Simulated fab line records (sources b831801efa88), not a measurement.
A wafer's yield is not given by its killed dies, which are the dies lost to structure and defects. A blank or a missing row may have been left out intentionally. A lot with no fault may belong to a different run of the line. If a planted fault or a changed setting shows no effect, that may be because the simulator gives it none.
fab line records	flow sky130
[record] lots = 13	wafers = 39	last_day = 50
route steps=708 shown FIELD_ISO@3 NWELL@34 PWDE@52 PAD_OPEN@708
lots with no fault: from the same line, run without faults
start_h: hours from the record's opening day to when the first of the lot's shown wafers began	wait_h: time in hours since the lot's previous step	" repeats the value in the row above	L1.1+2: a single row standing in for several wafers	- no value present, or no start provided	* or withheld: withheld	< > ~ a bound
route shown NAME@n: a module of which the file shows steps, and the number in the route of the first	usual: mean/standard deviation taken from wafers without a fault	same: alike in all rows	chamber/n: place in a boat	sites: readings site by site	_std_site: the standard deviation of these	_edge_site: mean of outer sites minus mean of inner sites	radius_mm: for every site, how far away it sits from the centre of the wafer	mask NAME#n: copy n	behind: the last tool/chamber to shape the wafer	hold: cause of the lot's hold/its duration in hours/its outcome	device: which transistor (n, p or np) failed to switch	end of line: the route-end tests of the same wafers	for a step that has no rows: nothing shown but its recipe	killed: dies that structure and defects cost at the first sort, which is not the same as the wafer's yield	map: per-die view of a wafer (x killed, . not killed, _ where there is no die)
set.NAME: setting as actually run; set.NAME@STEP: the setting as run at that earlier step	model.NAME: the simulator's own value behind a step, which no gauge read
route steps across a sampled set of lots; one table per step, one row per wafer
services: when a tool's chamber went out of use (start_h, in hours from the record's first day, below 0 if earlier), for how many hours, and the reason
[[steps]]
[step SKY_FIELD_ISO_THK_MEAS_02]
[recipe] reads = SiO2_of_FIELD_ISO_OXIDATION_01
[usual] FIELD_ISO_OXIDATION_00_THK = 12.02/0.24
lot.wafer	tool	chamber	start_h	wait_h	FIELD_ISO_OXIDATION_00_THK[nm]
L405.1	film_metro-03	-	12.70	0.0	11.90
L405.3	"	-	"	"	11.81
L405.5	"	-	"	"	12.01
L408.4	film_metro-01	-	26.66	0.0	12.51
L408.5	"	-	"	"	12.33
L408.6	"	-	"	"	12.11
L412.1	film_metro-03	-	47.38	0.0	12.10
L412.5	"	-	"	"	11.81
L412.6	"	-	"	"	11.84
L413.4	film_metro-02	-	53.01	0.0	11.65
L413.5	"	-	"	"	11.81
L413.6	"	-	"	"	11.71
L414.1	film_metro-01	-	58.68	0.0	12.37
L414.2	"	-	"	"	12.41
L414.3	"	-	"	"	12.43
L416.3	film_metro-01	-	66.65	0.0	12.11
L416.5	"	-	"	"	12.10
L416.6	"	-	"	"	12.20
L417.2	film_metro-03	-	71.92	0.0	12.15
L417.5	"	-	"	"	11.94
L417.6	"	-	"	"	12.14
L418.2	film_metro-01	-	76.64	0.0	11.70
L418.4	"	-	"	"	11.72
L418.6	"	-	"	"	11.76
L421.2	film_metro-03	-	92.39	0.0	12.13
L421.5	"	-	"	"	11.90
L421.6	"	-	"	"	11.71
L424.2	film_metro-01	-	107.94	0.0	12.08
L424.3	"	-	"	"	12.20
L424.4	"	-	"	"	12.13
L425.2	film_metro-01	-	111.64	0.0	12.13
L425.3	"	-	"	"	11.98
L425.5	"	-	"	"	12.44
L427.2	film_metro-01	-	121.64	0.0	12.06
L427.5	"	-	"	"	12.18
L427.6	"	-	"	"	12.28
L428.1	film_metro-02	-	127.27	0.0	12.35
L428.4	"	-	"	"	12.16
L428.5	"	-	"	"	12.32
[step SKY_FIELD_ISO_ETCH_17]
[recipe] target_depth_a = 3420	mask_material = Si3N4	chemistry = HBr/Cl2/O2	target = Si	taper_deg = 5	icp_w = 600	bias_w = 150	pressure_mtorr = 15	HBr_flow_sccm = 150	Cl2_flow_sccm = 40	O2_flow_sccm = 6	time_s = 97.7
[usual] HBr_flow_sccm = 150.0/0.44	O2_flow_sccm = 6.000/0.018	drypump_motor_current_A = 5.5/0.45	oes_product_au = 1.001/0.012	rf_fwd_power_W = 596.4/1.9	throttle_valve_pct = 25.656/0.012
lot.wafer	tool	chamber	start_h	wait_h	HBr_flow_sccm	O2_flow_sccm	drypump_motor_current_A	oes_product_au	rf_fwd_power_W	rf_hours_counter_h	throttle_valve_pct
L405.1	rie_si-01	3	31.74	0.1	149.2	6.029	6.1	1.013	597.1	69	25.647
L405.3	"	1	"	"	150.3	5.987	6.0	0.997	596.5	132	25.654
L405.5	"	2	"	"	149.4	6.023	5.0	0.993	599.1	-	25.647
L408.4	rie_si-01	2	44.34	0.0	150.7	6.003	5.0	0.993	596.2	17	25.662
L408.5	"	0	"	"	149.9	5.978	5.6	0.986	594.7	-	25.668
L408.6	"	1	"	"	150.3	6.002	6.0	0.985	595.0	-	25.647
L412.1	rie_si-01	2	67.39	0.1	150.4	6.008	5.0	0.998	595.9	17	25.656
L412.5	"	0	"	"	150.1	6.010	5.6	1.001	596.1	-	25.660
L412.6	"	1	"	"	149.4	5.990	6.0	1.011	596.0	-	25.657
L413.4	rie_si-01	1	73.19	0.0	149.6	5.996	6.0	0.996	594.9	132	25.673
L413.5	"	1	"	"	150.8	5.996	5.9	1.005	595.8	-	25.660
L413.6	"	2	"	"	149.9	5.985	5.0	1.016	595.2	-	25.633
L414.1	rie_si-01	0	77.09	0.1	149.7	6.010	5.6	0.991	601.5	50	25.676
L414.2	"	2	"	"	150.1	6.005	5.0	1.012	593.9	17	25.656
L414.3	"	3	"	"	150.8	6.030	6.1	1.030	595.8	70	25.634
L416.3	rie_si-01	2	85.29	0.0	-	-	-	-	-	-	-
L416.5	"	2	"	"	-	-	-	-	-	-	-
L416.6	"	1	"	"	-	-	-	-	-	-	-
L417.2	rie_si-01	1	91.14	0.1	-	-	-	-	-	-	-
L417.5	"	3	"	"	-	-	-	-	-	-	-
L417.6	"	0	"	"	-	-	-	-	-	-	-
L418.2	rie_si-01	2	97.09	0.1	-	-	-	-	-	-	-
L418.4	"	0	"	"	-	-	-	-	-	-	-
L418.6	"	3	"	"	-	-	-	-	-	-	-
L421.2	rie_si-02	0	112.19	0.1	150.0	6.001	4.7	0.988	593.2	0	25.667
L421.5	"	2	"	"	150.7	6.003	5.5	1.009	595.2	-	25.637
L421.6	"	1	"	"	150.7	5.976	5.8	1.011	592.3	-	25.648
L424.2	rie_si-02	0	129.14	0.1	150.9	5.998	4.7	0.995	597.4	1	25.664
L424.3	"	3	"	"	150.4	5.985	5.1	0.984	598.0	68	25.665
L424.4	"	1	"	"	149.8	5.992	5.8	1.010	596.9	35	25.663
L425.2	rie_si-01	0	134.24	0.1	149.7	6.012	5.6	0.983	601.5	51	25.655
L425.3	"	3	"	"	149.9	6.011	6.1	1.022	597.4	70	25.647
L425.5	"	2	"	"	150.3	6.020	5.0	0.998	598.4	-	25.664
L427.2	rie_si-01	2	142.24	0.1	149.7	5.998	5.0	0.999	594.5	18	25.667
L427.5	"	3	"	"	150.0	5.976	6.1	1.016	594.4	-	25.646
L427.6	"	0	"	"	149.9	6.016	5.6	0.986	597.8	-	25.643
L428.1	rie_si-02	1	149.89	0.1	150.0	5.982	5.8	1.008	597.0	35	25.645
L428.4	"	3	"	"	150.2	5.992	5.1	0.990	592.7	68	25.644
L428.5	"	1	"	"	149.7	5.969	5.8	0.995	594.9	-	25.650
[step SKY_NWELL_THK_MEAS_02]
[recipe] reads = SiO2_of_NWELL_OXIDATION_01
[usual] NWELL_OXIDATION_THK = 10.08/0.21
lot.wafer	tool	chamber	start_h	wait_h	NWELL_OXIDATION_THK[nm]
L405.1	film_metro-03	-	43.01	0.0	10.11
L405.3	"	-	"	"	10.03
L405.5	"	-	"	"	10.02
L408.4	film_metro-03	-	51.78	0.0	10.31
L408.5	"	-	"	"	9.98
L408.6	"	-	"	"	10.19
L412.1	film_metro-04	-	74.65	0.0	10.43
L412.5	"	-	"	"	10.46
L412.6	"	-	"	"	10.57
L413.4	film_metro-04	-	81.09	0.0	10.08
L413.5	"	-	"	"	10.26
L413.6	"	-	"	"	10.26
L414.1	film_metro-04	-	83.62	0.0	10.04
L414.2	"	-	"	"	10.03
L414.3	"	-	"	"	10.02
L421.2	film_metro-03	-	119.12	0.0	10.02
L421.5	"	-	"	"	10.23
L421.6	"	-	"	"	10.05
L424.2	film_metro-02	-	135.17	0.0	10.25
L424.3	"	-	"	"	10.23
L424.4	"	-	"	"	10.13
L425.2	film_metro-04	-	141.03	0.0	9.78
L425.3	"	-	"	"	9.66
L425.5	"	-	"	"	10.01
L427.2	film_metro-02	-	151.85	0.0	10.00
L427.5	"	-	"	"	10.09
L427.6	"	-	"	"	9.98
L428.1	film_metro-03	-	159.64	0.0	9.74
L428.4	"	-	"	"	9.76
L428.5	"	-	"	"	9.71
[step SKY_PWDE_OVL_MEAS_07]
[usual] PWDE_OVL = -0.8/1.4
lot.wafer	tool	chamber	start_h	wait_h	PWDE_OVL[nm]
L405.1	overlay-01	-	74.82	-	0.4
L405.3	"	-	"	"	-0.8
L405.5	"	-	"	"	1.3
L408.4	overlay-01	-	84.74	-	-0.4
L408.5	"	-	"	"	-1.0
L408.6	"	-	"	"	-1.7
L412.1	overlay-02	-	108.77	-	0.9
L412.5	"	-	"	"	0.8
L412.6	"	-	"	"	-0.5
L413.4	overlay-02	-	115.94	-	1.3
L413.5	"	-	"	"	2.4
L413.6	"	-	"	"	0.7
L414.1	overlay-02	-	119.62	-	-1.7
L414.2	"	-	"	"	-0.6
L414.3	"	-	"	"	-0.8
L421.2	overlay-02	-	156.77	-	-0.7
L421.5	"	-	"	"	0.5
L421.6	"	-	"	"	-0.3
L424.2	overlay-02	-	174.98	-	0.7
L424.3	"	-	"	"	0.4
L424.4	"	-	"	"	0.2
L425.2	overlay-01	-	181.67	-	-3.1
L425.3	"	-	"	"	-3.7
L425.5	"	-	"	"	-3.0
L427.2	overlay-01	-	193.88	-	-2.5
L427.5	"	-	"	"	-1.5
L427.6	"	-	"	"	-1.9
L428.1	overlay-01	-	201.67	-	-1.3
L428.4	"	-	"	"	-0.4
L428.5	"	-	"	"	-1.2
[step SKY_PAD_OPEN_PROBE_99]
[usual] killed_at_M0_to_M3 = 44/7.1	killed_at_M4_up = 3/1.6	killed_at_contacts = 24/5.4	killed_at_front_end = 15/4.7	killed_at_other = 0.3/0.51	killed_dies = 87/9.9	killed_on_rim = 17/4	killed_open = 48/7.6	killed_short = 39/6.3
[same] gross_dies = 492	killed_at_back_side = 0
lot.wafer	tool	chamber	start_h	wait_h	killed_at_M0_to_M3	killed_at_M4_up	killed_at_contacts	killed_at_front_end	killed_at_other	killed_dies	killed_on_rim	killed_open	killed_short
L405.1	prober-02	-	1075.14	0.1	43	0	15	14	0	72	10	44	28
L405.3	prober-02	-	1075.24	0.2	43	2	28	14	0	87	18	48	39
L405.5	prober-02	-	1075.34	0.2	48	3	34	23	1	109	22	63	46
L408.4	prober-02	-	1090.88	0.2	40	4	26	20	0	90	21	45	45
L408.5	prober-02	-	1090.93	0.2	51	4	27	15	0	97	22	53	44
L408.6	prober-02	-	1090.98	0.2	55	1	29	10	0	95	17	56	39
L414.1	prober-01	-	1134.20	0.1	47	2	28	8	1	86	23	47	39
L414.2	prober-01	-	1134.25	0.1	54	5	21	11	0	91	21	52	39
L414.3	prober-01	-	1134.30	0.2	51	4	28	15	0	98	21	55	43
L416.3	prober-02	-	1138.09	0.2	42	3	24	423	0	492	96	61	33
L416.5	prober-02	-	1138.19	0.2	50	2	24	416	0	492	96	57	28
L416.6	prober-02	-	1138.24	0.2	42	5	21	424	0	492	96	45	40
L417.2	prober-01	-	1143.77	0.1	46	3	35	408	0	492	96	64	36
L417.5	prober-01	-	1143.92	0.2	42	3	20	427	0	492	96	45	36
L417.6	prober-01	-	1143.97	0.2	41	3	23	425	0	492	96	48	35
L418.2	prober-02	-	1153.94	0.1	43	4	17	428	0	492	96	33	45
L418.4	prober-02	-	1154.04	0.2	60	1	16	415	0	492	96	61	37
L418.6	prober-02	-	1154.14	0.2	45	2	23	422	0	492	96	42	40
L421.2	prober-01	-	1162.38	0.1	46	3	27	12	0	88	20	52	36
L421.5	prober-01	-	1162.53	0.2	68	1	27	14	0	110	21	67	43
L421.6	prober-01	-	1162.58	0.2	48	3	22	10	0	83	12	55	28
// killed by level:class
L405.1 VIA1:geometric_particle:open=12 VIA3:geometric_particle:open=7 CONTACT:geometric_particle:open=6 POLY_GATE:geometric_particle:open=5 METAL1:geometric_particle:short=5 VIA2:geometric_particle:open=5 LI_CONTACT:geometric_particle:open=4 METAL3:geometric_particle:short=4
L405.3 CONTACT:geometric_particle:open=11 VIA1:geometric_particle:open=10 VIA3:geometric_particle:open=8 VIA2:geometric_particle:open=6 LI_CONTACT:geometric_particle:open=6 FIELD_ISO:geometric_particle:short=5 CONTACT:geometric_particle:short=5 VIA1:geometric_particle:short=4
L405.5 CONTACT:geometric_particle:open=13 VIA1:geometric_particle:open=13 LI_CONTACT:geometric_particle:open=10 VIA3:geometric_particle:open=9 POLY_GATE:geometric_particle:short=7 LOCAL_INTERCONNECT:geometric_particle:short=6 METAL2:geometric_particle:short=6 POLY_GATE:geometric_particle:open=5
L408.4 VIA1:geometric_particle:open=11 LI_CONTACT:geometric_particle:open=8 METAL2:geometric_particle:short=8 CONTACT:geometric_particle:open=7 VIA1:geometric_particle:short=6 CONTACT:geometric_particle:short=6 FIELD_ISO:geometric_particle:open=5 FIELD_ISO:geometric_particle:short=5
L408.5 CONTACT:geometric_particle:open=10 VIA3:geometric_particle:open=10 VIA1:geometric_particle:short=9 VIA1:geometric_particle:open=8 LI_CONTACT:geometric_particle:open=7 VIA2:geometric_particle:open=6 POLY_GATE:geometric_particle:short=5 FIELD_ISO:geometric_particle:short=4
L408.6 VIA1:geometric_particle:open=16 CONTACT:geometric_particle:open=10 VIA1:geometric_particle:short=9 LI_CONTACT:geometric_particle:open=9 METAL2:geometric_particle:short=6 VIA2:geometric_particle:open=6 VIA3:geometric_particle:open=6 VIA3:geometric_particle:short=5
L414.1 VIA1:geometric_particle:open=13 METAL1:geometric_particle:short=8 LI_CONTACT:geometric_particle:open=8 CONTACT:geometric_particle:open=6 METAL2:geometric_particle:short=5 LOCAL_INTERCONNECT:geometric_particle:short=5 CONTACT:geometric_particle:short=5 VIA3:geometric_particle:open=5
L414.2 VIA1:geometric_particle:open=19 VIA2:geometric_particle:open=9 CONTACT:geometric_particle:open=7 VIA1:geometric_particle:short=6 METAL2:geometric_particle:short=6 LI_CONTACT:geometric_particle:short=5 LI_CONTACT:geometric_particle:open=5 METAL4:geometric_particle:short=4
L414.3 VIA1:geometric_particle:open=15 CONTACT:geometric_particle:open=11 VIA1:geometric_particle:short=7 VIA2:geometric_particle:open=7 CONTACT:geometric_particle:short=6 LOCAL_INTERCONNECT:geometric_particle:short=5 VIA3:geometric_particle:open=5 FIELD_ISO:geometric_particle:short=4
L416.3 FIELD_ISO:area_etch=398 VIA1:geometric_particle:open=12 LI_CONTACT:geometric_particle:open=10 CONTACT:geometric_particle:open=7 VIA3:geometric_particle:open=7 FIELD_ISO:geometric_particle:open=5 FIELD_ISO:geometric_particle:short=5 METAL1:geometric_particle:short=5
L416.5 FIELD_ISO:area_etch=407 VIA1:geometric_particle:open=20 CONTACT:geometric_particle:open=13 METAL1:geometric_particle:short=6 METAL2:geometric_particle:short=6 VIA3:geometric_particle:open=5 LI_CONTACT:geometric_particle:open=4 VIA2:geometric_particle:open=4
L416.6 FIELD_ISO:area_etch=407 VIA1:geometric_particle:open=9 VIA3:geometric_particle:open=8 CONTACT:geometric_particle:open=7 CONTACT:geometric_particle:short=6 VIA1:geometric_particle:short=6 METAL2:geometric_particle:short=5 SPACER:geometric_particle:short=4
L417.2 FIELD_ISO:area_etch=392 VIA1:geometric_particle:open=17 CONTACT:geometric_particle:open=13 LI_CONTACT:geometric_particle:open=10 POLY_GATE:geometric_particle:short=7 VIA3:geometric_particle:open=7 POLY_GATE:geometric_particle:open=5 LI_CONTACT:geometric_particle:short=4
L417.5 FIELD_ISO:area_etch=411 VIA1:geometric_particle:open=13 VIA1:geometric_particle:short=8 FIELD_ISO:geometric_particle:short=5 LI_CONTACT:geometric_particle:open=5 CONTACT:geometric_particle:open=5 METAL2:geometric_particle:short=5 FIELD_ISO:geometric_particle:open=4
L417.6 FIELD_ISO:area_etch=409 VIA1:geometric_particle:open=16 CONTACT:geometric_particle:open=7 POLY_GATE:geometric_particle:short=6 LOCAL_INTERCONNECT:geometric_particle:short=6 VIA2:geometric_particle:open=6 LI_CONTACT:geometric_particle:open=5 FIELD_ISO:geometric_particle:open=4
L418.2 FIELD_ISO:area_etch=414 METAL1:geometric_particle:short=12 VIA1:geometric_particle:open=9 CONTACT:geometric_particle:open=8 POLY_GATE:geometric_particle:short=7 VIA3:geometric_particle:open=6 VIA1:geometric_particle:short=5 LOCAL_INTERCONNECT:geometric_particle:short=4
L418.4 FIELD_ISO:area_etch=394 VIA1:geometric_particle:open=14 VIA3:geometric_particle:open=11 METAL2:geometric_particle:short=9 POLY_GATE:geometric_particle:open=7 VIA2:geometric_particle:open=7 CONTACT:geometric_particle:open=6 FIELD_ISO:geometric_particle:open=5
L418.6 FIELD_ISO:area_etch=410 METAL1:geometric_particle:short=10 CONTACT:geometric_particle:open=9 VIA3:geometric_particle:open=8 LI_CONTACT:geometric_particle:open=7 VIA1:geometric_particle:open=7 FIELD_ISO:geometric_particle:short=5 METAL2:geometric_particle:short=5
L421.2 VIA1:geometric_particle:open=15 CONTACT:geometric_particle:open=8 VIA2:geometric_particle:open=8 LI_CONTACT:geometric_particle:open=7 FIELD_ISO:geometric_particle:open=5 LI_CONTACT:geometric_particle:short=5 VIA2:geometric_particle:short=5 CONTACT:geometric_particle:short=4
L421.5 VIA1:geometric_particle:open=20 CONTACT:geometric_particle:open=13 VIA3:geometric_particle:open=9 VIA1:geometric_particle:short=9 VIA2:geometric_particle:open=9 METAL2:geometric_particle:short=7 LOCAL_INTERCONNECT:geometric_particle:short=5 POLY_GATE:geometric_particle:short=4
L421.6 VIA2:geometric_particle:open=12 VIA3:geometric_particle:open=9 VIA1:geometric_particle:open=8 CONTACT:geometric_particle:open=7 LI_CONTACT:geometric_particle:open=6 POLY_GATE:geometric_particle:open=5 VIA1:geometric_particle:short=5 VIA3:geometric_particle:short=5
[[services]]
tool	chamber	start_h	hours	kind
rie_si-02	0	13.53	-	clean
rie_si-02	0	13.53	15.4	scheduled_down
rie_si-02	0	13.53	15.4	vent_cycle
rie_si-01	0	23.36	11.9	repair
rie_si-02	-	79.24	28.1	pm
[[key]]
[first_sign] step = SKY_FIELD_ISO_ETCH_17	reading = tool_record	direction = missing
[effect] step = SKY_PAD_OPEN_PROBE_99	reading = killed_at_front_end	direction = up	sigmas = 86	usual = 15	struck = 421
[more_kills_born_at] SKY_FIELD_ISO_ETCH_17@rie_si-01 = 3642
met_at SKY_FIELD_ISO_ETCH_17
struck_lots L416,L417,L418
later_rows_left_out L416.3,L416.5,L416.6,L417.2,L417.5,L417.6,L418.2,L418.4,L418.6
tester_left_out L416,L417,L418
not_acting_at SKY_FIELD_ISO_THK_MEAS_02,SKY_NWELL_THK_MEAS_02,SKY_PWDE_OVL_MEAS_07
onset_between 77.09 85.29
[fault] kind = skipped_step_whole	tool = rie_si-01	chamber = -	onset_h = 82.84	steps = SKY_FIELD_ISO_ETCH_17	scope = struck_lots_only
// tester_left_out: of these lots the tester's yield and bins aren't shown, on N5 and GAA mostly nor the transistor test; their killed dies are dies lost to structure and defects alone, not to doping, threshold or leakage, so they don't give the yield
// later_rows_left_out: the simulator's readings of these wafers behind a module that went badly wrong aren't trusted and aren't shown, but for the sort
